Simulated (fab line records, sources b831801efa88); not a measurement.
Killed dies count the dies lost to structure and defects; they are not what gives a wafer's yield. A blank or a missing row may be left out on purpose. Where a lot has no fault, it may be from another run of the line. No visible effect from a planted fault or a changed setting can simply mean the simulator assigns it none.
What tool caused it? / flow sky130 / 6 lots, 18 wafers sampled, at 3 steps of a route of 708

## WHAT THE GAUGES SHOWED, per wafer
SKY_METAL5_THK_MEAS_06: measures by xrf.
lot=L640; measured=day 43 17:32; on=filmMetro-02; METAL5_ALCU_THK (nm)=1136 1145 1149
lot=L643; measured=day 44 15:33; on=filmMetro-04; METAL5_ALCU_THK (nm)=1142 1153 1143
lot=L651; measured=day 46 15:06; on=filmMetro-04; METAL5_ALCU_THK (nm)=1134 1135 1134
lot=L653; measured=day 47 08:26; on=filmMetro-01; METAL5_ALCU_THK (nm)=1148 1135 1147
lot=L657; measured=day 48 01:13; on=filmMetro-01; METAL5_ALCU_THK (nm)=1160 1147 1142
lot=L661; measured=day 49 06:26; on=filmMetro-04; METAL5_ALCU_THK (nm)=1138 1152 1146

## TOOL THAT RAN EACH LOT (tool first, then ch and the chambers of the sampled wafers, then the start)
lot=L640; SKY_METAL3_ETCH_17=rieDiel-01 ch 0,2, day 39 10:35; SKY_METAL5_SPUTTER_01=pvdSputter-02, day 43 17:17
lot=L643; SKY_METAL3_ETCH_17=rieDiel-04 ch 1,2,3, day 40 10:46; SKY_METAL5_SPUTTER_01=pvdSputter-04, day 44 15:17
lot=L651; SKY_METAL3_ETCH_17=rieDiel-01 ch 1,2, day 42 16:14; SKY_METAL5_SPUTTER_01=pvdSputter-02, day 46 14:49
lot=L653; SKY_METAL3_ETCH_17=rieDiel-03 ch 0,3, day 43 10:56; SKY_METAL5_SPUTTER_01=pvdSputter-03, day 47 08:09
lot=L657; SKY_METAL3_ETCH_17=rieDiel-03 ch 0,1,2, day 44 05:28; SKY_METAL5_SPUTTER_01=pvdSputter-04, day 48 00:57
lot=L661; SKY_METAL3_ETCH_17=rieDiel-03 ch 1,2, day 45 16:11; SKY_METAL5_SPUTTER_01=pvdSputter-03, day 49 06:10
- SKY_METAL3_ETCH_17: etches SiO2 in C4F8/O2/Ar, stops on TiN, time 3.9 s, target depth 15 nm.
- SKY_METAL5_SPUTTER_01: material TiN, target thk 20 nm, time 16.7 s.

## THE ANSWER, worked out from the rows above alone
Rule: what is usual is taken from the lots themselves. The widest of any qualifying gaps counts: lots, ordered by their means at a reading, are off when they make up no more than a third of the lots, leave a main group of 4 or more, and stand apart from it by 3 or more times the standard deviation of that group's means. If all means in a main group match to the digits the tables above print for the reading, that group is not used. Also off: a lot with no number at a reading for which 4 or more lots have one. All remaining lots with rows at the step are treated as sound.
Off: at SKY_METAL5_THK_MEAS_06 (METAL5_ALCU_THK), L651. The main group: mean 1146 nm, standard deviation 2.3.
If a tool, at a process step before that reading, ran all the lots that are off and no sound lot after the first of them, it fits. Gauges at SKY_METAL5_THK_MEAS_06: tried the same way as those tools. This does not decide it: 2 tools fit, namely rieDiel-01 at SKY_METAL3_ETCH_17 and pvdSputter-02 at SKY_METAL5_SPUTTER_01.

## WHAT THE SIMULATOR PUT IN
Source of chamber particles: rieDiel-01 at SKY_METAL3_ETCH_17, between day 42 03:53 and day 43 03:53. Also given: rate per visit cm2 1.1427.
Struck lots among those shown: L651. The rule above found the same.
